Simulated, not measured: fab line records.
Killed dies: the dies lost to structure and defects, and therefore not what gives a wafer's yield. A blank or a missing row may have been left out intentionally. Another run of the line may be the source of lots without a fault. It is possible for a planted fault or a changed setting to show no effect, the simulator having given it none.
What tool caused it? / flow sky130 / 7 lots (21 wafers sampled), 1 step of a 708-step route

WHAT THE GAUGES READ, wafer by wafer
SKY_SONOS_TUNNEL_CD_MEAS_07 targets a cd of 410 nm.
lot=L400; measured=day 11 12:44; on=cdSem-02; cdNm (nm)=411.0 410.0 411.9
lot=L402; measured=day 12 09:59; on=cdSem-01; cdNm (nm)=408.9 411.3 409.5
lot=L405; measured=day 13 03:53; on=cdSem-01; cdNm (nm)=408.8 408.7 406.9
lot=L408; measured=day 14 03:39; on=cdSem-02; cdNm (nm)=411.8 409.7 409.6
lot=L411; measured=day 15 11:05; on=cdSem-01; cdNm (nm)=410.4 410.1 411.3
lot=L414; measured=day 16 08:07; on=cdSem-02; cdNm (nm)=409.1 409.0 409.3
lot=L417; measured=day 17 02:35; on=cdSem-02; cdNm (nm)=408.3 410.2 409.6

TOOL THAT RAN EACH LOT (tool first, then ch and the chambers of the sampled wafers, then the start)
There is no process step in the record ahead of these readings.

THE ANSWER, worked out from the rows above alone
Rule: usual is defined by the lots themselves. Put in order of their means at a reading, lots are off if they are a third of the lots or fewer, leave a main group of 4 or more, and stand apart from it by a gap of 3 or more times the standard deviation of the main group's means; of several such gaps the widest counts. A main group is skipped when, at the precision printed for the reading in the tables above, its means are all equal. A lot without any number at a reading at which 4 lots or more have one is off too. All remaining lots with rows at the step are treated as sound.
Nothing can be told from this: no lot is off at any reading shown.

WHAT THE SIMULATOR PUT IN
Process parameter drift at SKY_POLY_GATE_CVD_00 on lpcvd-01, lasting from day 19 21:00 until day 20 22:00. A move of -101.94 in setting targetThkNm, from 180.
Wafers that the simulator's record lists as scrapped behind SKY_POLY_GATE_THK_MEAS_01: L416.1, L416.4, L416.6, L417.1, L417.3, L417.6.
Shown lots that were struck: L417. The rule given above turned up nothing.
